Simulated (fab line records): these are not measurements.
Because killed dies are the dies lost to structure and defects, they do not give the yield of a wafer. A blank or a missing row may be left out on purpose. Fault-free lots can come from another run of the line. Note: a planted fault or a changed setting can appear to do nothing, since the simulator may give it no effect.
Which tool is to blame? -- flow sky130 -- 24 lots with 72 wafers sampled at 3 steps, on a route of 708 steps

WHAT THE GAUGES READ, wafer by wafer
SKY_LDD_P_CD_MEAS_07: the cd target is 380 nm. Usual: 379.8 nm for cd-nm, sd 2.7.
lot,measured,on,cd-nm (nm),flag
L074,day 19 08:38,cd-sem-02,377.4 379.5 381.7,
L075,day 19 10:49,cd-sem-01,378.0 378.9 379.6,
L076,day 19 11:07,cd-sem-02,384.0 385.3 383.9,
L078,day 19 19:01,cd-sem-02,384.8 380.4 384.6,
L077,day 19 21:35,cd-sem-02,378.3 376.5 377.6,
L079,day 20 11:30,cd-sem-01,380.5 381.8 380.6,
L080,day 20 21:19,cd-sem-01,383.3 380.9 382.7,
L081,day 21 08:08,cd-sem-01,382.2 379.4 379.0,
L082,day 21 16:29,cd-sem-01,380.5 380.3 379.3,
L083,day 22 01:20,cd-sem-02,383.1 381.9 380.7,
L084,day 22 09:34,cd-sem-02,375.6 377.6 374.1,
L085,day 22 17:34,cd-sem-02,381.0 379.7 381.5,
L086,day 23 02:51,cd-sem-02,379.9 378.8 378.7,
L087,day 23 11:01,cd-sem-02,380.9 382.3 381.3,
L088,day 24 03:28,cd-sem-01,374.4 377.0 379.0,
L089,day 24 10:10,cd-sem-02,382.2 377.2 379.5,
L090,day 24 20:58,cd-sem-01,378.2 377.5 375.3,
L091,day 25 04:26,cd-sem-02,379.3 377.9 378.5,
L092,day 25 08:34,cd-sem-02,385.6 384.2 384.1,
L093,day 25 20:34,cd-sem-02,374.8 376.9 376.3,
L094,day 25 22:07,cd-sem-01,376.9 375.5 376.1,
L095,day 26 06:54,cd-sem-01,378.2 378.0 377.6,
L096,day 26 19:44,cd-sem-02,379.8 382.3 379.5,
L097,day 27 14:33,cd-sem-01,381.9 379.8 379.7,

SKY_SD_N_TW_MEAS_12. Usual: SD_N_TW typically reads 3975, with standard deviation 25.
lot,measured,on,SD_N_TW,flag
L074,day 28 03:46,film-metro-03,3969 3983 3956,
L075,day 28 07:14,film-metro-01,3912 3925 3936,
L076,day 28 11:25,film-metro-01,3897 3907 3920,
L078,day 28 13:49,film-metro-03,4001 3983 3980,
L077,day 29 02:13,film-metro-02,3979 3989 4007,
L079,day 29 06:10,film-metro-02,3972 3976 3997,
L080,day 29 15:58,film-metro-02,3986 3993 3999,
L081,day 30 12:20,film-metro-03,3957 3989 4001,
L082,day 30 13:47,film-metro-03,3978 3980 3976,
L083,day 30 16:50,film-metro-02,3999 4000 4016,
L084,day 31 01:34,film-metro-02,3988 3978 3979,
L085,day 31 08:40,film-metro-02,3971 3956 3946,
L086,day 31 15:34,film-metro-03,3960 3982 3989,
L087,day 32 00:53,film-metro-02,3968 3967 3972,
L088,day 32 14:11,film-metro-02,3969 3983 3959,
L089,day 32 19:50,film-metro-01,4004 3995 4003,
L090,day 33 04:01,film-metro-02,3976 3983 3974,
L091,day 33 14:56,film-metro-02,3936 3955 3945,
L092,day 33 16:31,film-metro-03,3987 3974 3970,
L093,day 34 01:43,film-metro-01,3975 4001 4004,
L094,day 34 04:17,film-metro-01,3977 3972 3955,
L095,day 34 15:47,film-metro-02,3995 3990 4004,
L096,day 34 22:40,film-metro-02,3978 3994 3999,
L097,day 35 15:41,film-metro-03,3992 3967 3992,

SKY_LOCAL_INTERCONNECT_RS_MEAS_01: measurement is done with a four-point probe. Usual: LOCAL_INTERCONNECT_TIN_RS typically reads 14.13 ohm/sq, with standard deviation 0.16.
lot,measured,on,LOCAL_INTERCONNECT_TIN_RS (ohm/sq),flag
L074,day 29 10:49,film-metro-04,14.28 14.13 14.16,
L075,day 29 14:02,film-metro-04,13.87 14.15 14.10,
L076,day 29 18:16,film-metro-04,14.12 14.15 14.13,
L078,day 29 20:02,film-metro-02,14.15 14.12 14.05,
L077,day 30 08:56,film-metro-04,14.56 14.52 14.54,
L079,day 30 12:49,film-metro-03,14.29 14.18 14.24,
L080,day 30 21:51,film-metro-03,14.02 13.96 14.05,
L081,day 31 18:35,film-metro-03,14.11 14.15 14.13,
L082,day 31 19:27,film-metro-02,13.77 13.89 14.00,
L083,day 31 23:04,film-metro-02,14.06 13.89 14.08,
L084,day 32 06:29,film-metro-03,14.17 14.30 14.31,
L085,day 32 14:24,film-metro-02,14.06 14.39 14.28,
L086,day 32 20:46,film-metro-04,14.19 14.10 14.25,
L087,day 33 06:44,film-metro-03,14.12 14.43 14.27,
L088,day 33 18:34,film-metro-02,13.86 14.03 13.88,
L089,day 34 00:32,film-metro-04,14.21 14.25 14.18,
L090,day 34 09:15,film-metro-03,13.83 13.83 13.85,
L091,day 34 19:34,film-metro-02,14.16 14.13 14.35,
L092,day 34 20:53,film-metro-04,14.07 14.05 14.16,
L093,day 35 06:29,film-metro-02,14.18 14.08 14.19,
L094,day 35 09:38,film-metro-04,14.05 14.12 14.09,
L095,day 35 20:16,film-metro-02,13.99 13.90 13.95,
L096,day 36 03:11,film-metro-03,13.98 13.87 14.04,
L097,day 36 19:35,film-metro-03,14.16 14.13 14.17,

WHICH TOOL RAN EACH LOT (tool, then ch and the chambers of the sampled wafers, then the start)
Before these readings, the record contains no process step.

WHAT THE TOOLS THEMSELVES READ (means of the sampled wafers that have a number; where no wafer has one, the mark that the record gives instead)
The record holds no such reading with a usual standard deviation.

THE ANSWER, worked out from the rows above alone
Rule: a lot counts as off when the mean over its wafers that have a number is more than 3 standard deviations away from the usual mean. A lot without any number at a reading at which 4 lots or more have one is off too. Any other lot the step has rows for is counted as sound. Order of review: gauges by route order, followed by the tools' own readings, for which a lot's mean as printed above is used. At the first step where some lot is off, the reading lying furthest off is the one used; lots without a number count as furthest.
Nothing can be told from this: no lot is off at any reading shown.

WHAT THE SIMULATOR PUT IN
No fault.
